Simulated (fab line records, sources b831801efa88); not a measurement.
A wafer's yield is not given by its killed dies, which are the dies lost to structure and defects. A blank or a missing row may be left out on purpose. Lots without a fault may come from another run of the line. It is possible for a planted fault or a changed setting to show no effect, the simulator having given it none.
2 desks looking at one fault | flow sky130 | each desk holds nothing but its own numbers, with what lay behind them at the end

AT THE TOOL OWNER'S DESK: pvd sputter-02
At SKY_METAL2_SPUTTER_01 (material TiN, target thk 20 nm, time 16.7 s) the tool's own readings: per lot run on this tool, the mean of the sampled wafers that have a number. The brackets show how far a lot's mean lies from the usual mean; more than 4 standard deviations puts the lot out of limits, marked OUT.
Columns: A = throttle valve pct at SKY_METAL2_SPUTTER_01, usual 30.5 %
lot  | first seen here | A
L190 | day 34 04:37    | 31.1
L193 | day 34 21:53    | 30.4
L195 | day 36 00:42    | 30.5
L196 | day 36 11:12    | 30.9
L198 | day 37 04:20    | 30.6
L199 | day 37 18:03    | 30.5
L202 | day 38 03:09    | 30.8
L206 | day 39 07:49    | 30.9
Finding of this desk: none of the 8 lots has anything out of limits.

AT THE METROLOGY DESK
What the gauges read, lot by lot, whatever tool the lot ran on: means of the sampled wafers that have a number. The brackets show how far a lot's mean lies from the usual mean; more than 4 standard deviations puts the lot out of limits, marked OUT.
Columns: A = VIA3_W_THK at SKY_VIA3_THK_MEAS_23, usual 383 nm
lot  | first seen here | A
L190 | day 39 21:22    | 382
L192 | day 40 10:50    | 384
L193 | day 40 12:04    | 386
L195 | day 41 14:44    | 380
L196 | day 41 23:29    | 375
L198 | day 42 14:51    | 388
L200 | day 43 00:53    | 382
L199 | day 43 02:25    | 384
L201 | day 43 11:49    | 382
L202 | day 43 12:08    | 381
L206 | day 44 13:20    | 381
L208 | day 44 22:07    | 381
L210 | day 45 03:55    | 389
Finding of this desk: none of the 13 lots has anything out of limits.

ALL TOGETHER
The desk of the tool owner found nothing out of limits.
The metrology desk saw nothing out of limits.

WHAT THE SIMULATOR HAD INSERTED
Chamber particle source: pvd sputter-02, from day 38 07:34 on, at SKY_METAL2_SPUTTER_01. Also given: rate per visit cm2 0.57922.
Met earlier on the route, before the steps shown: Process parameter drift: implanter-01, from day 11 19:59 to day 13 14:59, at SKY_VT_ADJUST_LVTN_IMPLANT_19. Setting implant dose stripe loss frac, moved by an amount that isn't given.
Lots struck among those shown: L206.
